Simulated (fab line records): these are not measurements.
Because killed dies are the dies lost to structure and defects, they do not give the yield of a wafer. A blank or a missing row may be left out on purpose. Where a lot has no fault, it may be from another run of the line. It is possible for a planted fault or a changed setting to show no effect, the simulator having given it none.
Which tool was responsible? / flow gf180mcu / 12 lots with 36 wafers sampled at 3 steps, on a route of 602 steps

## WHAT THE GAUGES READ, wafer by wafer
GF_V5_CD_MEAS_14: the cd target is 260 nm.
lot=L191; measured=day 27 00:38; on=cd_sem-02; cd_nm (nm)=260.9 259.9 260.1
lot=L192; measured=day 27 12:19; on=cd_sem-02; cd_nm (nm)=258.6 259.5 260.1
lot=L193; measured=day 27 21:26; on=cd_sem-02; cd_nm (nm)=260.0 260.4 261.0
lot=L194; measured=day 28 00:17; on=cd_sem-02; cd_nm (nm)=261.3 261.6 261.4
lot=L195; measured=day 28 08:05; on=cd_sem-01; cd_nm (nm)=259.4 259.2 260.3
lot=L198; measured=day 29 09:10; on=cd_sem-02; cd_nm (nm)=261.4 260.8 260.2
lot=L205; measured=day 31 13:37; on=cd_sem-02; cd_nm (nm)=258.6 258.3 259.4
lot=L210; measured=day 32 18:44; on=cd_sem-01; cd_nm (nm)=258.4 259.2 258.5
lot=L211; measured=day 32 21:38; on=cd_sem-02; cd_nm (nm)=259.8 259.9 260.7
lot=L212; measured=day 33 05:20; on=cd_sem-01; cd_nm (nm)=259.2 260.0 259.5
lot=L213; measured=day 33 10:50; on=cd_sem-02; cd_nm (nm)=260.1 259.4 259.6
lot=L214; measured=day 33 15:38; on=cd_sem-01; cd_nm (nm)=260.3 259.5 261.3

GF_PASSIVATION_THK_MEAS_01.
lot=L191; measured=day 27 23:38; on=film_metro-04; PASSIVATION_CVD_00_THK (nm)=1024 1047 1056
lot=L192; measured=day 28 10:22; on=film_metro-04; PASSIVATION_CVD_00_THK (nm)=1022 1030 1029
lot=L193; measured=day 28 19:58; on=film_metro-01; PASSIVATION_CVD_00_THK (nm)=1046 1045 1054
lot=L194; measured=day 28 22:23; on=film_metro-04; PASSIVATION_CVD_00_THK (nm)=1025 1041 1034
lot=L195; measured=day 29 05:58; on=film_metro-04; PASSIVATION_CVD_00_THK (nm)=1036 1042 1053
lot=L198; measured=day 30 06:02; on=film_metro-04; PASSIVATION_CVD_00_THK (nm)=1036 1037 1047
lot=L205; measured=day 32 08:38; on=film_metro-02; PASSIVATION_CVD_00_THK (nm)=1044 1049 1041
lot=L210; measured=day 33 12:53; on=film_metro-02; PASSIVATION_CVD_00_THK (nm)=1031 1042 1061
lot=L211; measured=day 33 15:36; on=film_metro-02; PASSIVATION_CVD_00_THK (nm)=1044 1021 1052
lot=L212; measured=day 33 23:13; on=film_metro-01; PASSIVATION_CVD_00_THK (nm)=1046 1039 1051
lot=L213; measured=day 34 05:02; on=film_metro-02; PASSIVATION_CVD_00_THK (nm)=1034 1051 1054
lot=L214; measured=day 34 09:34; on=film_metro-04; PASSIVATION_CVD_00_THK (nm)=1037 1037 1055

## TOOL THAT RAN EACH LOT (tool first, then ch and the chambers of the sampled wafers, then the start)
lot=L191; GF_HV_LDD_ETCHBACK_58=rie_diel-01 ch 0,1, day 12 08:01
lot=L192; GF_HV_LDD_ETCHBACK_58=rie_diel-03 ch 0,1,2, day 12 21:23
lot=L193; GF_HV_LDD_ETCHBACK_58=rie_diel-04 ch 1,2, day 13 05:37
lot=L194; GF_HV_LDD_ETCHBACK_58=rie_diel-04 ch 1,2, day 13 09:07
lot=L195; GF_HV_LDD_ETCHBACK_58=rie_diel-04 ch 0,1, day 13 18:11
lot=L198; GF_HV_LDD_ETCHBACK_58=rie_diel-03 ch 0,2, day 14 19:28
lot=L205; GF_HV_LDD_ETCHBACK_58=rie_diel-03 ch 0,1,2, day 17 09:31
lot=L210; GF_HV_LDD_ETCHBACK_58=rie_diel-01 ch 1,2, day 18 22:59
lot=L211; GF_HV_LDD_ETCHBACK_58=rie_diel-01 ch 0,2,3, day 19 05:51
lot=L212; GF_HV_LDD_ETCHBACK_58=rie_diel-04 ch 0,1, day 19 17:43
lot=L213; GF_HV_LDD_ETCHBACK_58=rie_diel-04 ch 0,2,3, day 20 01:04
lot=L214; GF_HV_LDD_ETCHBACK_58=rie_diel-04 ch 2,3, day 20 08:39
- GF_HV_LDD_ETCHBACK_58: etches Si3N4 in CH3F/O2, stops on SiO2, time 100 s, target depth 90 nm.

## AS READ BY THE TOOLS THEMSELVES (means over the sampled wafers that have a number; for cases with no such wafer, the mark the record gives instead)
GF_HV_LDD_ETCHBACK_58.
lot=L191; tool=rie_diel-01; drypump_motor_current_A (A)=5.2; oes_product_au (a.u.)=0.849; throttle_valve_pct (%)=10.561
lot=L192; tool=rie_diel-03; drypump_motor_current_A (A)=5.5; oes_product_au (a.u.)=0.835; throttle_valve_pct (%)=10.558
lot=L193; tool=rie_diel-04; drypump_motor_current_A (A)=6.2; oes_product_au (a.u.)=0.841; throttle_valve_pct (%)=10.559
lot=L194; tool=rie_diel-04; drypump_motor_current_A (A)=6.2; oes_product_au (a.u.)=0.854; throttle_valve_pct (%)=10.554
lot=L195; tool=rie_diel-04; drypump_motor_current_A (A)=5.8; oes_product_au (a.u.)=0.848; throttle_valve_pct (%)=10.568
lot=L198; tool=rie_diel-03; drypump_motor_current_A (A)=5.1; oes_product_au (a.u.)=0.839; throttle_valve_pct (%)=10.564
lot=L205; tool=rie_diel-03; drypump_motor_current_A (A)=5.5; oes_product_au (a.u.)=0.850; throttle_valve_pct (%)=10.563
lot=L210; tool=rie_diel-01; drypump_motor_current_A (A)=5.6; oes_product_au (a.u.)=0.839; throttle_valve_pct (%)=10.564
lot=L211; tool=rie_diel-01; drypump_motor_current_A (A)=5.5; oes_product_au (a.u.)=0.839; throttle_valve_pct (%)=10.561
lot=L212; tool=rie_diel-04; drypump_motor_current_A (A)=5.8; oes_product_au (a.u.)=0.836; throttle_valve_pct (%)=10.557
lot=L213; tool=rie_diel-04; drypump_motor_current_A (A)=5.5; oes_product_au (a.u.)=0.849; throttle_valve_pct (%)=10.560
lot=L214; tool=rie_diel-04; drypump_motor_current_A (A)=5.5; oes_product_au (a.u.)=0.838; throttle_valve_pct (%)=10.556

## THE ANSWER, worked out from the rows above alone
Rule: usual is defined by the lots themselves. The widest of any qualifying gaps counts: lots, ordered by their means at a reading, are off when they make up no more than a third of the lots, leave a main group of 4 or more, and stand apart from it by 3 or more times the standard deviation of that group's means. If all means in a main group match to the digits the tables above print for the reading, that group is not used. Also off: a lot with no number at a reading for which 4 or more lots have one. The other lots that the step has rows for count as sound. First the gauges in route order, then the tools' own readings, where a lot's mean is used as printed above. The first step at which some lot is off is used, and at that step the reading that is off furthest; a lot without a number counts as furthest.
None of the lots is off at any reading shown; this tells nothing.

## WHAT THE SIMULATOR HAD PUT IN
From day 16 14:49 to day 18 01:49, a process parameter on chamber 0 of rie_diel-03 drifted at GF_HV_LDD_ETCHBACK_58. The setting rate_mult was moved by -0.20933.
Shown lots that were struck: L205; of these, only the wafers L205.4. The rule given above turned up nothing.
